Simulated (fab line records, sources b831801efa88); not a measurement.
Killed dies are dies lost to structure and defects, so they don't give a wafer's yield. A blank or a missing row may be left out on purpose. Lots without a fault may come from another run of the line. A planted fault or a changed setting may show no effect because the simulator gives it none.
Problem report in the 8D (eight disciplines) form, filled by code | flow gf180mcu | the parts of the form that need people (team, actions taken, sign-off) are left out

1. THE PROBLEM
tube_center_temp_C at GF_DUAL_GATE_OXIDATION_15 reads a mean of 856 C on 6 wafers of 2 lots; wafers without a fault read 850 C with a standard deviation of 0.084. That is +67 standard deviations from the usual mean.
The step: stabilise 600 s, purge 300 s, target thk 7.098 nm.
First seen on wafer L189.1, day 13 12:56, on furnace-01. The record holds 18 wafers of 6 lots with a number at this step. Rule for "out", or "out of limits": more than 4 standard deviations from the usual mean. The other wafers with a number count as sound.

2. WHAT IT IS AND WHAT IT IS NOT
question                    | is                                         | is not
which readings at this step | tube_center_temp_C, tube_center_temp_C_max | -
which lots                  | L189, L190                                 | L178, L179, L182, L183
which wafers of those lots  | all that have a number                     | -
read on which tools         | furnace-01                                 | furnace-02
when                        | from day 13 12:56                          | up to then (12 sound wafers)

3. SUSPECTS, AND WHAT RULES EACH OUT
Counting: a tool at a process step up to the reading stays a suspect if it ran every lot that is out and no sound lot after the first of them.
- furnace-01 at GF_DUAL_GATE_OXIDATION_15 (stabilise 600 s, purge 300 s, target thk 7.098 nm): kept. It ran every lot that is out, first L189 (day 13 12:56), and no sound lot after that; its last sound lot up to then is L182 (day 11 09:02). Its own readings are out on those wafers: tube_center_temp_C, tube_center_temp_C_max.
Left after counting: furnace-01 at GF_DUAL_GATE_OXIDATION_15.

4. THE CAUSE (what the simulator had put in)
Process parameter drift: furnace-01, from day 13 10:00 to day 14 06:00, at GF_DUAL_GATE_OXIDATION_15. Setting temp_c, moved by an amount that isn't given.
Counting left only this tool.

5. THE CHAIN OF EFFECTS, in route order
Each row: a reading whose mean over the struck wafers that have a number lies more than 3 standard deviations from the usual. Only readings for which the record gives a usual standard deviation are gone through. hours: the time from each lot's start at the first step in this table that gives one to its start at this step, as a median over the lots. sigmas: the change in usual standard deviations.
hours | step                      | reading                | usual   | on struck wafers | change | sigmas
0     | GF_DUAL_GATE_OXIDATION_15 | spike_tc_bottom_C      | 866.5 C | 872.3            | +5.8   | +5.3
0     | GF_DUAL_GATE_OXIDATION_15 | spike_tc_centre_C      | 850.6 C | 856.1            | +5.5   | +4.6
0     | GF_DUAL_GATE_OXIDATION_15 | spike_tc_lower_C       | 850.0 C | 856.5            | +6.5   | +4.3
0     | GF_DUAL_GATE_OXIDATION_15 | tube_center_temp_C     | 850 C   | 856              | +6     | +67
0     | GF_DUAL_GATE_OXIDATION_15 | tube_center_temp_C_max | 852.2   | 857.7            | +5.5   | +14
The process steps in it:
- GF_DUAL_GATE_OXIDATION_15: stabilise 600 s, purge 300 s, target thk 7.098 nm.

6. WHAT WOULD HAVE CAUGHT IT SOONER
In this record the first reading out of limits was taken at day 13 12:56, 3 hours after the fault began at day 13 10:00.
